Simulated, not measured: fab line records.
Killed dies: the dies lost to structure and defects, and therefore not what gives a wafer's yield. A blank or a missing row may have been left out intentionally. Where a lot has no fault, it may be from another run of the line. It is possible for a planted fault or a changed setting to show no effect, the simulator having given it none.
2 desks, one fault :: flow gf180mcu :: only its own numbers are on each desk; what lay behind them is given at the end

AT THE TOOL OWNER'S DESK: implanter-03
GF_NSD_IMPLANT_09, tool's own readings: per-lot mean of the sampled wafers with a number, covering each lot this tool ran. A lot is out of limits, marked OUT, if its mean lies more than 4 standard deviations from the usual mean; the brackets give that distance.
Columns: A = beamEnergyKeV at GF_NSD_IMPLANT_09, usual 60.002; B = beamOnS at GF_NSD_IMPLANT_09, usual 19.7 s
lot: L982
first seen here: day 16 01:55
A: 60.009
B: 21.3

lot: L986
first seen here: day 17 14:37
A: 60.011
B: 21.1

lot: L988
first seen here: day 18 07:43
A: 66.167 (+99 or more) OUT
B: 21.5

lot: L989
first seen here: day 18 20:43
A: 66.154 (+99 or more) OUT
B: 21.2

lot: L990
first seen here: day 19 00:22
A: 66.102 (+99 or more) OUT
B: 21.0
This desk's verdict: out of limits on L988, L989, L990, starting with L988 at day 18 07:43 (beamEnergyKeV at GF_NSD_IMPLANT_09). L982, L986 stayed within limits.

FROM THE METROLOGY DESK
Means of the sampled wafers that have a number, per lot and without regard to the tool the lot ran on: this is what the gauges read. A lot is out of limits, marked OUT, if its mean lies more than 4 standard deviations from the usual mean; the brackets give that distance.
Columns: A = cdNm at GF_HV_LDD_CD_MEAS_46, usual 399.8 nm; B = NSD_TW at GF_NSD_TW_MEAS_12, usual 4256; C = NSD_RS at GF_PSD_RS_MEAS_14, usual 46.10 ohm/sq; D = SAB_CVD_00_THK at GF_SAB_THK_MEAS_01, usual 50.0 nm
lot: L974
first seen here: day 13 07:14
A: 398.9
B: 4293
C: 46.14
D: 49.8

lot: L977
first seen here: day 13 15:32
A: 396.4
B: 4283
C: 46.16
D: 50.3

lot: L982
first seen here: day 15 00:49
A: 399.0
B: 4306
C: 46.15
D: 49.7

lot: L983
first seen here: day 15 05:47
A: 397.6
B: 4216
C: 46.07
D: 48.9

lot: L986
first seen here: day 16 11:08
A: 396.1
B: 4274
C: 46.21
D: 49.7

lot: L988
first seen here: day 17 04:35
A: 398.5
B: 4361
C: 44.28 (-21) OUT
D: 49.6

lot: L989
first seen here: day 17 16:35
A: 402.7
B: 4365
C: 44.34 (-20) OUT
D: 50.5

lot: L990
first seen here: day 17 21:22
A: 400.3
B: 4317
C: 44.43 (-19) OUT
D: 50.0

lot: L991
first seen here: day 18 10:04
A: 399.3
B: 4237
C: 46.14
D: 50.5

lot: L993
first seen here: day 18 21:43
A: 400.2
B: 4279
C: 46.11
D: 48.8
Finding of this desk: L988, L989, L990 out of limits, first seen on L988 at day 19 08:47 (NSD_RS at GF_PSD_RS_MEAS_14). L974, L977, L982, L983, L986, L991, L993 stayed within limits.

PUT TOGETHER
The tool owner's desk could have raised an alarm at day 18 07:43, on L988, L989, L990.
An alarm was possible from the metrology desk at day 19 08:47, on L988, L989, L990.
On implanter-03, each named lot ran GF_NSD_IMPLANT_09.

WHAT THE SIMULATOR HAD PUT IN
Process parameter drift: implanter-03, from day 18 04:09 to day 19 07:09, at GF_NSD_IMPLANT_09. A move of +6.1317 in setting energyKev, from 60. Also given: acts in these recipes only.
Struck lots among those shown: L988, L989, L990.
Hours from the fault's start to each desk's first reading out of limits: the tool owner's desk, 4; the metrology desk, 29.
